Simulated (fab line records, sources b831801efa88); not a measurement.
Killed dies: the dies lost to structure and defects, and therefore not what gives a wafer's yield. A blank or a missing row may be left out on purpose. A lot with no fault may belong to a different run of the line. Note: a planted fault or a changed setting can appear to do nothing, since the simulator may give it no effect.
Matching of chambers | flow gf180mcu | GF_STI_ETCH_14 on rie si-02: 4 sister chambers
The step etches Si in HBr/Cl2/O2, target depth 360 nm, time 102.9 s. 7 wafers are shown with their chamber, then 8 later ones without.

WAFERS WITH THEIR CHAMBER
wafer  | chamber | drypump motor current A (A) | throttle valve pct (%)
L700.6 | 3       | 6.1                         | 25.657
L701.5 | 0       | 6.4                         | 25.645
L705.2 | 0       | 6.5                         | 25.648
L707.1 | 1       | 6.4                         | 25.658
L707.2 | 2       | 5.5                         | 25.668
L707.5 | 2       | 5.5                         | 25.661
L715.2 | 1       | 6.4                         | 25.664

WAFERS MISSING THEIR CHAMBER
wafer  | drypump motor current A (A) | throttle valve pct (%)
L715.4 | 6.4                         | 25.661
L715.5 | 5.5                         | 25.667
L716.3 | 6.1                         | 25.649
L716.4 | 5.5                         | 25.642
L716.6 | 6.1                         | 25.656
L722.1 | 6.1                         | 25.651
L722.5 | 6.4                         | 25.667
L722.6 | 6.5                         | 25.661

THE CHAMBER EACH PASSED THROUGH
wafer  | from the rows above     | in truth
L715.4 | 1                       | 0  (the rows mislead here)
L715.5 | 2                       | 2
L716.3 | 3                       | 3
L716.4 | 2                       | 2
L716.6 | 3                       | 3
L722.1 | 3                       | 3
L722.5 | 1                       | 1
L722.6 | can't be placed: 1 or 0 | 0
6 of 8 placed correctly. Can't be placed from these rows: 1 (the true chamber is among the candidates in 1). Placed wrongly: 1.
How it was worked out, from the rows above alone: a wafer's distance from a chamber is the root of the sum, over the readings, of the square of ((its reading less the chamber's mean) divided by the reading's scatter). If the next closest chamber is less than 2 further off than the closest, the wafer can't be placed; otherwise it belongs to the closest. For every chamber, the mean is computed from those of its wafers that are shown. The scatter: take each reading less its chamber's mean, square it, sum over the shown wafers, divide by the number of wafers less the number of chambers, and take the root.
